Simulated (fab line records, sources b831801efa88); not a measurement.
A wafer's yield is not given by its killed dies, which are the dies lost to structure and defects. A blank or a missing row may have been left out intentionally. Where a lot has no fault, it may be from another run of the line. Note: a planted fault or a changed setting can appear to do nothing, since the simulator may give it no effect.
fab line records	flow sfq-line
[record] lots = 7	wafers = 21	last-day = 80
route steps=325 shown I6@280 M7@281 I7@296 M8@311
lots that met no fault: taken from a fault-free run of the same line
start-h: hours from the record's first day to the start of the lot's first wafer shown	wait-h: time in hours since the lot's previous step	" unchanged from the row above	L1.1+2: one row covering several wafers at once	- either no value or no given start	* or withheld: withheld	< > ~ a bound
route shown NAME@n: NAME is a module with steps in the file, n the number in the route of the first one	usual: mean/standard deviation of fault-free wafers	same: alike in all rows	chamber/n: place in a boat	sites: per-site readings	_std_site: how widely they spread, as a standard deviation	_edge_site: inner sites' mean taken away from outer sites' mean	radius-mm: for every site, how far away it sits from the centre of the wafer	mask NAME#n: copy n	behind: tool/chamber where the wafer was last shaped	hold: why the lot went on hold/how many hours it stayed there/how the hold came to an end	device: the transistor (n, p or np) that didn't switch	end of line: tests run on the same wafers once the route is complete	a step without rows: its recipe alone	killed: the dies lost at the first sort to structure and to defects; this is not the yield of the wafer	map: the dies of a wafer, with x for killed, . for not killed, _ for no die there
set.NAME: setting as actually run; set.NAME@STEP: the setting as run at that earlier step	model.NAME: the simulator's own value behind a step, which no gauge read
certain route steps with their lots: each step a table, each wafer a row
services: the hour from which a tool's chamber was out of use, counted from the record's first day as start-h (under 0 if before that day), plus the number of hours and why
[[steps]]
[step SFQ_TRILAYER_I6_VIA_STRIP_SOLV_CLEAN_174]
[recipe] chemistry = NMP	temp-c = 70	time-s = 600
[step SFQ_TRILAYER_M7_DEP_PRE_CLEAN_176]
[recipe] gas = Ar	time-s = 22.5	bias-v = 250
[step SFQ_TRILAYER_M7_DEP_SPUTTER_175]
[recipe] material = Nb	base-pressure-pa = 1.33e-06	chamber-pressure-pa = 0.1333	substrate-temp-c = 20	target-thk-nm = 200	power-w = 2000	time-s = 133.3
[usual] throttle-valve-pct = 30.6/0.82
lot.wafer	tool	chamber	start-h	wait-h	throttle-valve-pct
L423.2	pvd-sputter-03	-	1563.38	0.0	30.1
L423.3	"	-	"	"	28.8
L423.4	"	-	"	"	30.5
L432.3	pvd-sputter-04	-	1635.37	0.0	30.0
L432.5	"	-	"	"	31.0
L432.6	"	-	"	"	30.3
L433.3	pvd-sputter-03	-	1636.57	0.0	30.7
L433.5	"	-	"	"	30.8
L433.6	"	-	"	"	31.2
L434.2	pvd-sputter-03	-	1644.52	0.0	30.8
L434.5	"	-	"	"	31.2
L434.6	"	-	"	"	30.7
L437.1	pvd-sputter-05	-	1655.42	0.0	31.9
L437.3	"	-	"	"	30.4
L437.5	"	-	"	"	31.9
L441.1	pvd-sputter-03	-	1673.42	0.0	30.5
L441.4	"	-	"	"	31.0
L441.6	"	-	"	"	31.2
L443.3	pvd-sputter-05	-	1683.02	0.0	31.2
L443.4	"	-	"	"	30.9
L443.5	"	-	"	"	30.6
[step SFQ_M7_RS_MEAS_943]
[recipe] thk-meas-gauge = four-point-probe	reads = Nb_of_TRILAYER_M7_DEP_SPUTTER_175
[usual] M7_NB_RS = 0.887/0.0099
lot.wafer	tool	chamber	start-h	wait-h	M7_NB_RS[ohm/sq]
L423.2	film-metro-02	-	1564.10	0.7	0.888
L423.3	"	-	"	"	0.908
L423.4	"	-	"	"	0.886
L432.3	film-metro-02	-	1635.50	0.1	0.896
L432.5	"	-	"	"	0.886
L432.6	"	-	"	"	0.888
L433.3	film-metro-03	-	1636.70	0.1	0.892
L433.5	"	-	"	"	0.892
L433.6	"	-	"	"	0.890
L434.2	film-metro-03	-	1644.63	0.1	0.889
L434.5	"	-	"	"	0.886
L434.6	"	-	"	"	0.892
L437.1	film-metro-03	-	1655.51	0.0	0.875
L437.3	"	-	"	"	0.875
L437.5	"	-	"	"	0.879
L441.1	film-metro-02	-	1673.51	0.0	0.883
L441.4	"	-	"	"	0.878
L441.6	"	-	"	"	0.881
L443.3	film-metro-02	-	1683.15	0.1	0.897
L443.4	"	-	"	"	0.881
L443.5	"	-	"	"	0.883
[step SFQ_TRILAYER_M7_LITHO_COAT_182]
[recipe] resist = BARC	spin-rpm = 3000	resist-thk-nm = 62
[step SFQ_TRILAYER_M7_LITHO_COAT_177]
[recipe] resist = KrF	spin-rpm = 3000	resist-thk-nm = 600
[step SFQ_TRILAYER_M7_LITHO_SOFTBAKE_181]
[recipe] temp-c = withheld	time-s = withheld	resist = KrF
[step SFQ_TRILAYER_M7_LITHO_EXPOSE_178]
[recipe] mask-id = M7	na = 0.6	source-shape = conventional	sigma-outer = 0.65	target-cd-nm = 500	dose-mj = 14.4
[step SFQ_TRILAYER_M7_LITHO_PEB_180]
[recipe] peb-temp-c = 115	peb-time-s = 60	resist = KrF
[step SFQ_TRILAYER_M7_LITHO_DEVELOP_179]
[recipe] time-s = 60	resist = KrF
[step SFQ_M7_OVL_MEAS_945]
[usual] M7_OVL = 2/4.3
lot.wafer	tool	chamber	start-h	wait-h	M7_OVL[nm]
L423.2	overlay-02	-	1567.53	0.1	1
L423.3	"	-	"	"	0
L423.4	"	-	"	"	4
L432.3	overlay-02	-	1642.34	0.1	-5
L432.5	"	-	"	"	-5
L432.6	"	-	"	"	-3
L433.3	overlay-02	-	1644.74	0.1	2
L433.5	"	-	"	"	0
L433.6	"	-	"	"	-1
L434.2	overlay-02	-	1652.03	0.1	5
L434.5	"	-	"	"	5
L434.6	"	-	"	"	4
L437.1	overlay-01	-	1660.43	0.1	-1
L437.3	"	-	"	"	-3
L437.5	"	-	"	"	-1
L441.1	overlay-02	-	1677.23	0.1	2
L441.4	"	-	"	"	-4
L441.6	"	-	"	"	-3
L443.3	overlay-02	-	1688.04	0.1	7
L443.4	"	-	"	"	8
L443.5	"	-	"	"	7
[step SFQ_TRILAYER_M7_BARC_OPEN_METAL_ETCH_229]
[recipe] mask-material = PR	chemistry = O2	target-depth-nm = 125	target = BARC	icp-w = 600	bias-w = 80	pressure-mtorr = 10	time-s = 41.7
[usual] bias-w = 79.98/0.23	chamber-pressure-mTorr = 10.002/0.0098	drypump-motor-current-A = 5.4/0.42	he-backside-leak-sccm = 3.49/0.23	oes-product-au = 0.685/0.0048
lot.wafer	tool	chamber	start-h	wait-h	bias-w	chamber-pressure-mTorr	drypump-motor-current-A	he-backside-leak-sccm	oes-product-au	rf-hours-counter-h	model.KrF_of_TRILAYER_M7_LITHO_COAT_177.thk-nm
L423.2	rie-metal-01	1	1567.58	0.0	80.19	10.008	5.2	3.61	0.674	-	521.9
L423.3	"	1	"	"	80.02	9.989	5.2	3.44	0.691	-	521.4
L423.4	"	1	"	"	80.39	9.998	5.2	3.43	0.681	-	522.7
L432.3	rie-metal-02	0	1642.38	0.0	-	-	-	-	-	-	574.3
L432.5	"	0	"	"	-	-	-	-	-	-	573.1
L432.6	"	1	"	"	-	-	-	-	-	-	575.7
L433.3	rie-metal-02	0	1644.78	0.0	-	-	-	-	-	-	570.8
L433.5	"	0	"	"	-	-	-	-	-	-	572.3
L433.6	"	1	"	"	-	-	-	-	-	-	568.7
L434.2	rie-metal-04	0	1652.06	0.0	-	-	-	-	-	-	574.7
L434.5	"	0	"	"	-	-	-	-	-	-	572.3
L434.6	"	1	"	"	-	-	-	-	-	-	573
L437.1	rie-metal-02	0	1660.46	0.0	79.86	9.999	5.7	3.89	0.684	109	518.1
L437.3	"	0	"	"	80.03	9.987	5.7	3.70	0.688	-	521.2
L437.5	"	1	"	"	80.04	9.999	5.9	3.38	0.679	-	521.1
L441.1	rie-metal-01	0	1677.26	0.0	80.50	10.017	5.1	3.24	0.686	83	525.6
L441.4	"	0	"	"	80.15	10.023	5.0	3.32	0.689	-	526
L441.6	"	1	"	"	80.04	9.988	5.2	3.74	0.689	-	524.4
L443.3	rie-metal-02	1	1688.08	0.0	80.04	9.998	5.9	3.40	0.692	-	519.3
L443.4	"	0	"	"	79.98	9.998	5.8	3.73	0.684	-	518.6
L443.5	"	1	"	"	79.81	10.004	6.0	3.45	0.684	-	518
[step SFQ_TRILAYER_M7_ETCH_METAL_ETCH_180]
[recipe] target = Nb	stop-on = SiO2	mask-material = PR	chemistry = Cl2/Ar	target-depth-nm = 240	icp-w = 600	bias-w = 80	pressure-mtorr = 10	time-s = 120
[usual] bias-w = 80.05/0.24	chamber-pressure-mTorr = 9.999/0.01	drypump-motor-current-A = 5.4/0.42	he-backside-leak-sccm = 3.5/0.43	oes-product-au = 0.896/0.0074
lot.wafer	tool	chamber	start-h	wait-h	bias-w	chamber-pressure-mTorr	drypump-motor-current-A	he-backside-leak-sccm	oes-product-au	rf-hours-counter-h	model.KrF_of_TRILAYER_M7_LITHO_COAT_177.thk-nm
L423.2	rie-metal-01	1	1567.73	0.1	80.22	9.989	5.1	3.6	0.887	-	379.1
L423.3	"	1	"	"	79.77	10.008	5.2	3.6	0.884	-	378.4
L423.4	"	1	"	"	80.34	9.994	5.2	3.7	0.891	-	379.5
L432.3	rie-metal-02	0	1642.46	0.1	80.11	9.998	5.7	3.4	0.374	-	427.5
L432.5	"	0	"	"	79.82	9.997	5.7	3.7	0.372	-	425.9
L432.6	"	1	"	"	80.07	10.014	6.0	3.3	0.368	-	429.8
L433.3	rie-metal-02	0	1644.86	0.1	79.99	10.010	5.7	3.8	0.366	-	425
L433.5	"	0	"	"	80.17	9.999	5.7	3.5	0.381	-	427
L433.6	"	1	"	"	79.72	9.988	5.9	3.2	0.378	-	423.5
L434.2	rie-metal-04	0	1652.12	0.0	80.01	9.990	5.1	3.2	0.378	39	431.6
L434.5	"	0	"	"	80.20	10.004	5.1	3.3	0.374	-	429
L434.6	"	1	"	"	80.18	10.001	4.9	3.5	0.374	-	432.1
L437.1	rie-metal-02	0	1660.52	0.0	79.50	10.001	5.7	4.1	0.903	109	371.1
L437.3	"	0	"	"	80.01	9.980	5.7	3.8	0.905	-	374.6
L437.5	"	1	"	"	80.27	10.010	5.9	3.4	0.901	-	373.4
L441.1	rie-metal-01	0	1677.32	0.0	79.82	9.987	5.1	3.1	0.891	83	384.2
L441.4	"	0	"	"	80.00	10.008	5.1	3.5	0.896	-	384.9
L441.6	"	1	"	"	80.18	9.997	5.2	3.7	0.894	-	382.5
L443.3	rie-metal-02	1	1688.16	0.1	79.99	9.995	5.9	3.5	0.884	-	376.8
L443.4	"	0	"	"	80.12	9.989	5.7	4.0	0.907	-	372.6
L443.5	"	1	"	"	80.09	10.003	5.9	3.5	0.907	-	376.1
[step SFQ_TRILAYER_M7_STRIP_STRIP_181]
[recipe] gas = O2	power-w = 200	platen-temp-c = 40	overash-fraction = 0.65	chemistry = O2	pressure-mtorr = 50
[usual] drypump-motor-current-A = 5.4/0.42	he-backside-leak-sccm = 3.6/0.36	oes-product-au = 1.010/0.01
lot.wafer	tool	chamber	start-h	wait-h	drypump-motor-current-A	he-backside-leak-sccm	oes-product-au	rf-hours-counter-h
L423.2	rie-metal-01	1	1568.13	0.4	5.2	3.8	1.011	-
L423.3	"	1	"	"	5.2	3.8	1.009	-
L423.4	"	1	"	"	5.2	3.6	1.008	-
L432.3	rie-metal-02	0	1642.75	0.2	5.7	3.9	1.012	-
L432.5	"	0	"	"	5.7	3.7	1.019	-
L432.6	"	1	"	"	5.9	3.4	1.011	-
L433.3	rie-metal-02	0	1645.15	0.2	5.7	4.0	1.014	-
L433.5	"	0	"	"	5.8	4.0	1.023	-
L433.6	"	1	"	"	5.9	3.4	1.012	-
L434.2	rie-metal-04	0	1652.25	0.1	5.1	3.4	0.999	39
L434.5	"	0	"	"	5.1	3.3	1.012	-
L434.6	"	1	"	"	4.8	3.7	0.993	-
L437.1	rie-metal-02	0	1660.65	0.1	5.7	3.7	1.015	109
L437.3	"	0	"	"	5.8	3.7	1.020	-
L437.5	"	1	"	"	6.0	3.4	1.013	-
L441.1	rie-metal-01	0	1677.45	0.1	5.1	3.6	1.007	83
L441.4	"	0	"	"	5.1	3.3	1.003	-
L441.6	"	1	"	"	5.2	3.6	1.019	-
L443.3	rie-metal-02	1	1688.45	0.2	6.0	3.5	1.013	-
L443.4	"	0	"	"	5.7	4.1	1.025	-
L443.5	"	1	"	"	5.9	3.5	1.003	-
[step SFQ_TRILAYER_M7_STRIP_SOLV_CLEAN_182]
[recipe] chemistry = NMP	temp-c = 70	time-s = 600
[step SFQ_TRILAYER_I7_DEP_PECVD_183]
[recipe] material = SiO2	temp-c = 150	time-s = 111.11	pressure-torr = 2.4	rf-w = 183.3	precursor = SiH4/N2O	target-thk-nm = 500
[usual] heater-power-w = 83/16	showerhead-vpp-V = 836/40	throttle-valve-pct = 24.4/0.55
lot.wafer	tool	chamber	start-h	wait-h	heater-power-w	showerhead-vpp-V	throttle-valve-pct
L423.2	pecvd-01	2	1569.31	0.0	76	882	25.5
L423.3	"	0	"	"	87	805	24.8
L423.4	"	0	"	"	71	800	24.5
L432.3	pecvd-04	1	1643.32	0.0	113	803	24.1
L432.5	"	0	"	"	81	820	24.8
L432.6	"	2	"	"	65	824	24.4
L433.3	pecvd-03	2	1645.72	0.0	98	914	24.4
L433.5	"	2	"	"	103	915	24.3
L433.6	"	0	"	"	89	839	23.7
L434.2	pecvd-01	2	1653.02	0.0	70	876	25.7
L434.5	"	0	"	"	78	802	24.6
L434.6	"	1	"	"	62	775	23.9
L437.1	pecvd-04	2	1661.42	0.0	69	825	24.8
L437.3	"	0	"	"	83	818	24.6
L437.5	"	2	"	"	72	809	24.5
L441.1	pecvd-04	1	1678.22	0.0	113	817	23.9
L441.4	"	1	"	"	114	791	24.4
L441.6	"	2	"	"	76	839	24.5
L443.3	pecvd-04	0	1689.02	0.0	84	793	24.7
L443.4	"	0	"	"	71	818	24.7
L443.5	"	1	"	"	114	816	24.4
[step SFQ_TRILAYER_I7_CMP_CMP_184]
[recipe] material = SiO2	down-force-psi = 3	platen-rpm = 60	pad-velocity-m-s = 0.94248
[step SFQ_I7_BOW_MEAS_946]
[recipe] mode = bow
[usual] I7_BOW = 11/12
lot.wafer	tool	chamber	start-h	wait-h	I7_BOW[um]
L423.2	film-metro-01	-	1600.46	2.5	16
L423.3	"	-	"	"	10
L423.4	"	-	"	"	10
L432.3	film-metro-01	-	1647.04	2.5	-3
L432.5	"	-	"	"	-15
L432.6	"	-	"	"	1
L433.3	film-metro-03	-	1648.84	2.0	8
L433.5	"	-	"	"	14
L433.6	"	-	"	"	11
L434.2	film-metro-01	-	1656.12	1.5	0
L434.5	"	-	"	"	-5
L434.6	"	-	"	"	-6
L437.1	film-metro-03	-	1664.50	2.5	22
L437.3	"	-	"	"	15
L437.5	"	-	"	"	5
L441.1	film-metro-03	-	1681.30	2.0	24
L441.4	"	-	"	"	7
L441.6	"	-	"	"	22
L443.3	film-metro-03	-	1693.62	2.0	14
L443.4	"	-	"	"	7
L443.5	"	-	"	"	9
[step SFQ_TRILAYER_I7_METRO_MEASURE_185]
[usual] thk-nm = 199.9/1.4
lot.wafer	tool	chamber	start-h	wait-h	thk-nm
L423.2	film-metro-01	-	1600.76	0.3	198.7
L423.3	"	-	"	"	200.4
L423.4	"	-	"	"	201.1
L432.3	film-metro-01	-	1647.52	0.5	199.5
L432.5	"	-	"	"	200.1
L432.6	"	-	"	"	199.7
L433.3	film-metro-03	-	1649.32	0.5	201.5
L433.5	"	-	"	"	202.4
L433.6	"	-	"	"	200.5
L434.2	film-metro-01	-	1656.42	0.3	199.0
L434.5	"	-	"	"	198.2
L434.6	"	-	"	"	199.2
L437.1	film-metro-03	-	1664.62	0.1	200.1
L437.3	"	-	"	"	202.1
L437.5	"	-	"	"	201.0
L441.1	film-metro-03	-	1681.42	0.1	200.4
L441.4	"	-	"	"	200.9
L441.6	"	-	"	"	200.9
L443.3	film-metro-03	-	1694.10	0.5	197.6
L443.4	"	-	"	"	198.6
L443.5	"	-	"	"	198.9
[step SFQ_TRILAYER_I7_VIA_LITHO_COAT_192]
[recipe] resist = BARC	spin-rpm = 3000	resist-thk-nm = 62
[step SFQ_TRILAYER_I7_VIA_LITHO_COAT_187]
[recipe] resist = KrF	spin-rpm = 3000	resist-thk-nm = 650
[step SFQ_TRILAYER_I7_VIA_LITHO_SOFTBAKE_191]
[recipe] temp-c = withheld	time-s = withheld	resist = KrF
[step SFQ_TRILAYER_I7_VIA_LITHO_EXPOSE_188]
[recipe] mask-id = I7	na = 0.6	source-shape = conventional	sigma-outer = 0.65	target-cd-nm = 1000	dose-mj = 21.3
[usual] exposure-dose-mJ-cm2 = 21.302/0.019	focus-offset-nm = 0.0/0.55
lot.wafer	tool	chamber	start-h	wait-h	mask	exposure-dose-mJ-cm2	focus-offset-nm
L423.2	krf-scanner-01	0	1698.77	-	I7#0	21.293	-0.2
L423.3	"	0	"	"	I7#0	21.270	-0.9
L423.4	"	0	"	"	I7#0	21.303	-0.3
L432.3	krf-scanner-01	-	1774.57	-	I7#0	-	-
L432.5	"	-	"	"	I7#0	-	-
L432.6	"	-	"	"	I7#0	-	-
L433.3	krf-scanner-01	-	1776.97	-	I7#0	-	-
L433.5	"	-	"	"	I7#0	-	-
L433.6	"	-	"	"	I7#0	-	-
L434.2	krf-scanner-01	-	1782.77	-	I7#0	-	-
L434.5	"	-	"	"	I7#0	-	-
L434.6	"	-	"	"	I7#0	-	-
L437.1	krf-scanner-02	0	1788.74	-	I7#0	21.319	-0.8
L437.3	"	0	"	"	I7#0	21.310	-1.0
L437.5	"	0	"	"	I7#0	21.317	-0.8
L441.1	krf-scanner-02	0	1804.34	-	I7#0	21.292	0.6
L441.4	"	0	"	"	I7#0	21.309	-0.7
L441.6	"	0	"	"	I7#0	21.315	0.3
L443.3	krf-scanner-01	0	1816.87	-	I7#0	21.308	-0.3
L443.4	"	0	"	"	I7#0	21.288	-0.5
L443.5	"	0	"	"	I7#0	21.299	0.0
[step SFQ_TRILAYER_I7_VIA_LITHO_PEB_190]
[recipe] peb-temp-c = 115	peb-time-s = 60	resist = KrF
[step SFQ_TRILAYER_I7_VIA_LITHO_DEVELOP_189]
[recipe] time-s = 60	resist = KrF
[step SFQ_I7_OVL_MEAS_947]
[usual] I7_OVL = -1/6.2
lot.wafer	tool	chamber	start-h	wait-h	I7_OVL[nm]
L423.2	overlay-01	-	1700.08	0.1	-1
L423.3	"	-	"	"	7
L423.4	"	-	"	"	0
L432.3	overlay-01	-	1775.68	0.1	-
L432.5	"	-	"	"	-
L432.6	"	-	"	"	-
L433.3	overlay-01	-	1778.08	0.1	-
L433.5	"	-	"	"	-
L433.6	"	-	"	"	-
L434.2	overlay-01	-	1784.08	0.1	-
L434.5	"	-	"	"	-
L434.6	"	-	"	"	-
L437.1	overlay-01	-	1790.24	0.1	7
L437.3	"	-	"	"	10
L437.5	"	-	"	"	3
L441.1	overlay-02	-	1805.84	0.1	-15
L441.4	"	-	"	"	-13
L441.6	"	-	"	"	-8
L443.3	overlay-02	-	1817.98	0.1	0
L443.4	"	-	"	"	-6
L443.5	"	-	"	"	-4
[step SFQ_TRILAYER_I7_VIA_BARC_OPEN_VIA_ETCH_260]
[recipe] mask-material = PR	chemistry = O2	target-depth-nm = 125	target = BARC	source-w = 500	bias-w = 80	pressure-mtorr = 30	time-s = 41.7
[step SFQ_TRILAYER_I7_VIA_ETCH_VIA_ETCH_190]
[recipe] target = SiO2	stop-on = Nb	mask-material = PR	taper-deg = 20	chemistry = CHF3	target-depth-nm = 260	source-w = 500	bias-w = 80	pressure-mtorr = 30	time-s = withheld
[usual] bias-w = 80.01/0.22	chamber-pressure-mTorr = 30.00/0.031	drypump-motor-current-A = 5.7/0.35	oes-product-au = 0.855/0.0056
lot.wafer	tool	chamber	start-h	wait-h	bias-w	chamber-pressure-mTorr	drypump-motor-current-A	oes-product-au
L423.2	rie-diel-01	1	1700.15	0.0	80.03	30.01	5.8	0.851
L423.3	"	3	"	"	79.80	30.03	6.2	0.861
L423.4	"	2	"	"	80.35	29.97	5.8	0.862
L432.3	rie-diel-02	2	1775.75	0.0	79.37	30.03	5.8	0.367
L432.5	"	1	"	"	79.92	30.03	5.4	0.373
L432.6	"	2	"	"	79.64	29.98	5.8	0.379
L433.3	rie-diel-03	2	1778.15	0.0	80.02	29.97	5.7	0.374
L433.5	"	1	"	"	79.91	30.04	5.5	0.378
L433.6	"	3	"	"	79.80	30.00	5.8	0.381
L434.2	rie-diel-01	2	1784.15	0.0	79.82	30.03	5.8	0.371
L434.5	"	1	"	"	79.95	30.07	5.8	0.375
L434.6	"	0	"	"	80.23	30.02	5.6	0.377
L437.1	rie-diel-02	0	1790.32	0.0	79.62	29.96	6.1	0.862
L437.3	"	1	"	"	80.41	29.97	5.4	0.855
L437.5	"	0	"	"	79.88	30.02	6.1	0.866
L441.1	rie-diel-03	2	1805.92	0.0	79.93	29.97	5.8	0.854
L441.4	"	0	"	"	79.73	30.00	4.8	0.854
L441.6	"	2	"	"	80.00	29.99	5.7	0.858
L443.3	rie-diel-02	0	1818.05	0.0	79.90	29.97	6.1	0.845
L443.4	"	3	"	"	79.70	29.97	5.8	0.851
L443.5	"	1	"	"	79.95	30.02	5.5	0.858
[step SFQ_TRILAYER_I7_VIA_STRIP_STRIP_191]
[recipe] gas = O2	power-w = 200	platen-temp-c = 40	overash-fraction = 0.65	chemistry = O2	pressure-mtorr = 50
[step SFQ_TRILAYER_I7_VIA_STRIP_SOLV_CLEAN_192]
[recipe] chemistry = NMP	temp-c = 70	time-s = 600
[step SFQ_TRILAYER_M8_LITHO_LOR_COAT_197]
[recipe] resist = lift-off	spin-rpm = 3000
[step SFQ_TRILAYER_M8_LITHO_LOR_BAKE_198]
[recipe] resist = lift-off	temp-c = withheld	time-s = withheld
[step SFQ_TRILAYER_M8_LITHO_COAT_193]
[recipe] resist = KrF	spin-rpm = 3000	resist-thk-nm = 600
[step SFQ_TRILAYER_M8_LITHO_SOFTBAKE_199]
[recipe] temp-c = withheld	time-s = withheld	resist = KrF
[step SFQ_TRILAYER_M8_LITHO_PEB_196]
[recipe] peb-temp-c = 115	peb-time-s = 60	resist = KrF
[step SFQ_TRILAYER_M8_LITHO_DEVELOP_195]
[recipe] img-clear-s = 15	time-s = 55	resist = KrF
[step SFQ_M8_OVL_MEAS_948]
[usual] M8_OVL = 1/4.6
lot.wafer	tool	chamber	start-h	wait-h	M8_OVL[nm]
L423.2	overlay-02	-	1825.17	0.1	7
L423.3	"	-	"	"	0
L423.4	"	-	"	"	6
L432.3	overlay-01	-	1877.90	0.1	-
L432.5	"	-	"	"	-
L432.6	"	-	"	"	-
L433.3	overlay-01	-	1880.30	0.1	-
L433.5	"	-	"	"	-
L433.6	"	-	"	"	-
L434.2	overlay-01	-	1882.69	0.1	-
L434.5	"	-	"	"	-
L434.6	"	-	"	"	-
L437.1	overlay-02	-	1887.49	0.1	8
L437.3	"	-	"	"	3
L437.5	"	-	"	"	4
L441.1	overlay-01	-	1901.89	0.1	4
L441.4	"	-	"	"	1
L441.6	"	-	"	"	4
L443.3	overlay-02	-	1910.30	0.1	4
L443.4	"	-	"	"	9
L443.5	"	-	"	"	8
[step SFQ_TRILAYER_M8_DEP_EVAP_197]
[recipe] material = Ti	angular-spread-deg = 1	target-thk-nm = 20	time-s = 100	power-w = 2000
[step SFQ_TRILAYER_M8_DEP_EVAP_198]
[recipe] material = Pt	angular-spread-deg = 1	target-thk-nm = 50	time-s = 250	power-w = 2000
[step SFQ_TRILAYER_M8_DEP_EVAP_196]
[recipe] material = Au	angular-spread-deg = 1	target-thk-nm = 180	time-s = 900	power-w = 2000
[step SFQ_M8_BOW_MEAS_951]
[recipe] mode = bow
[usual] M8_BOW = 12/12
lot.wafer	tool	chamber	start-h	wait-h	M8_BOW[um]	model.etest.m8.ohm-sq	model.etest.i7.link-ohm	model.etest.m7.comb-log10-ohm
L423.2	film-metro-01	-	1826.49	0.0	17	0.1535	1.05	12
L423.3	"	-	"	"	12	0.1512	1.065	12
L423.4	"	-	"	"	12	0.1546	1.049	12
L432.3	film-metro-01	-	1879.06	0.0	-2	1e+06	1e+06	0
L432.5	"	-	"	"	-13	1e+06	1e+06	0
L432.6	"	-	"	"	3	1e+06	1e+06	0
L433.3	film-metro-02	-	1881.46	0.0	9	1e+06	1e+06	0
L433.5	"	-	"	"	14	1e+06	1e+06	0
L433.6	"	-	"	"	12	1e+06	1e+06	0
L434.2	film-metro-03	-	1883.84	0.0	0	1e+06	1e+06	0
L434.5	"	-	"	"	-3	1e+06	1e+06	0
L434.6	"	-	"	"	-5	1e+06	1e+06	0
L437.1	film-metro-03	-	1888.62	0.0	24	0.1568	1.038	12
L437.3	"	-	"	"	17	0.1548	1.036	12
L437.5	"	-	"	"	6	0.1552	1.039	12
L441.1	film-metro-03	-	1903.02	0.0	26	0.1525	1.043	12
L441.4	"	-	"	"	10	0.1526	1.037	12
L441.6	"	-	"	"	22	0.1516	1.04	12
L443.3	film-metro-03	-	1911.46	0.0	17	0.1509	1.055	12
L443.4	"	-	"	"	9	0.1523	1.04	12
L443.5	"	-	"	"	10	0.1543	1.044	12
[[services]]
tool	chamber	start-h	hours	kind
rie-metal-01	0	1556.29	14.0	repair
rie-metal-04	-	1577.31	2.8	pm
pvd-sputter-03	-	1591.33	0.7	repair
krf-scanner-01	-	1602.05	0.5	repair
film-metro-03	-	1615.40	0.6	pm
krf-scanner-01	-	1616.28	1.0	pm
rie-diel-02	0	1616.96	35.2	repair
rie-metal-01	1	1624.47	7.3	repair
film-metro-03	-	1625.61	0.6	pm
krf-scanner-01	-	1650.56	0.4	repair
krf-scanner-01	-	1653.32	1.3	pm
krf-scanner-01	-	1673.82	0.8	pm
film-metro-03	-	1676.35	1.7	pm
rie-metal-01	-	1699.66	4.3	pm
rie-metal-02	0	1725.21	8.9	repair
rie-metal-01	-	1725.33	2.6	repair
pecvd-04	-	1734.48	0.7	repair
pvd-sputter-03	-	1738.80	8.2	repair
film-metro-03	-	1768.94	0.8	pm
pecvd-04	0	1772.02	3.7	repair
krf-scanner-01	-	1786.17	1.0	pm
krf-scanner-01	-	1787.17	3.6	pm
pecvd-04	1	1800.63	5.5	repair
pvd-sputter-03	-	1818.08	8.7	repair
[[key]]
[first-sign] step = SFQ_TRILAYER_M7_BARC_OPEN_METAL_ETCH_229	reading = tool-record	direction = missing
[effect] step = SFQ_TRILAYER_M7_ETCH_METAL_ETCH_180	reading = oes-product-au	direction = down	sigmas = 70	usual = 0.896	struck = 0.374
[effect] step = SFQ_TRILAYER_I7_VIA_LITHO_EXPOSE_188	reading = tool-record	direction = missing
[effect] step = SFQ_I7_OVL_MEAS_947	reading = I7_OVL	direction = missing
[effect] step = SFQ_TRILAYER_I7_VIA_ETCH_VIA_ETCH_190	reading = oes-product-au	direction = down	sigmas = 85	usual = 0.855	struck = 0.375
[effect] step = SFQ_M8_OVL_MEAS_948	reading = M8_OVL	direction = missing
[model-effect] step = SFQ_TRILAYER_M7_BARC_OPEN_METAL_ETCH_229	value = KrF_of_TRILAYER_M7_LITHO_COAT_177.thk-nm	without = 519.5	struck = 572.8
[model-effect] step = SFQ_TRILAYER_M7_ETCH_METAL_ETCH_180	value = KrF_of_TRILAYER_M7_LITHO_COAT_177.thk-nm	without = 374.6	struck = 427.9
[model-effect] step = SFQ_M8_BOW_MEAS_951	value = etest.m8.ohm-sq	without = 0.1528	struck = 1e+06
met-at SFQ_TRILAYER_M7_BARC_OPEN_METAL_ETCH_229
struck-wafers L432.3,L432.5,L432.6,L433.3,L433.5,L433.6,L434.2,L434.5,L434.6
[fault] kind = skipped-step-whole	tool = rie-metal-02,rie-metal-04	chamber = -	onset-h = 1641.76	steps = SFQ_TRILAYER_M7_BARC_OPEN_METAL_ETCH_229	scope = struck-lots-only
